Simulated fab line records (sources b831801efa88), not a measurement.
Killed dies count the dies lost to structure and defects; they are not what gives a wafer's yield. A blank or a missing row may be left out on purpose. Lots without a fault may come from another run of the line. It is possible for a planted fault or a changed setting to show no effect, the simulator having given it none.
Matching of chambers -- flow sky130 -- 4 sister chambers for SKY_VIA1_ETCH_15 on rie_diel-03
The step etches SiO2 in C4F8/O2/Ar, stops on TiN, target depth 351 nm, time 54 s. 16 wafers are shown with their chamber, then 8 later ones without.

== WAFERS WITH THEIR CHAMBER ==
wafer,chamber,oes_product_au (a.u.),bias_w (W)
L078.3,0,0.985,1203
L078.4,3,0.991,1193
L078.5,1,0.979,1206
L079.1,2,0.991,1196
L079.2,3,0.990,1203
L079.4,1,0.978,1195
L080.4,0,0.983,1194
L080.5,3,0.984,1204
L080.6,0,0.977,1198
L082.3,3,0.986,1204
L082.4,0,0.976,1198
L082.6,1,0.982,1201
L083.1,0,0.973,1199
L083.2,2,0.980,1199
L083.5,1,0.982,1202
L086.1,0,0.984,1198

SIGNATURES (means of the wafers above)
reading,chamber 0,chamber 1,chamber 2,chamber 3,scatter within a chamber
oes_product_au,0.97967,0.98025,0.98550,0.98775,0.00437
bias_w,1198.33,1201.00,1197.50,1201.00,4.02
Rule: distance of a wafer from a chamber = root of the sum over the readings of ((wafer's reading minus chamber's mean) / reading's scatter) squared. If the next closest chamber is less than 2 further off than the closest, the wafer can't be placed; otherwise it belongs to the closest. The scatter: take each reading less its chamber's mean, square it, sum over the shown wafers, divide by the number of wafers less the number of chambers, and take the root.

== WAFERS MISSING THEIR CHAMBER ==
wafer,oes_product_au (a.u.),bias_w (W)
L086.2,0.983,1204
L086.5,0.984,1203
L088.2,0.982,1207
L088.3,0.983,1198
L088.5,0.978,1205
L090.1,0.982,1197
L090.4,0.989,1201
L090.5,0.977,1202

== EACH ONE'S CHAMBER ==
wafer,from the rows above,in truth
L086.2,can't be placed: 1 or 3 or 0 or 2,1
L086.5,can't be placed: 1 or 3 or 2 or 0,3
L088.2,can't be placed: 1 or 3 or 0 or 2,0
L088.3,can't be placed: 2 or 0 or 1 or 3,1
L088.5,can't be placed: 1 or 0 or 3 or 2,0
L090.1,can't be placed: 0 or 2 or 1 or 3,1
L090.4,can't be placed: 3 or 2 or 1 or 0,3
L090.5,can't be placed: 1 or 0 or 2 or 3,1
Correct placement for 0 of the 8. Unplaceable from these rows: 8, with the true chamber sitting among the candidates in 8. Placed wrongly: 0.
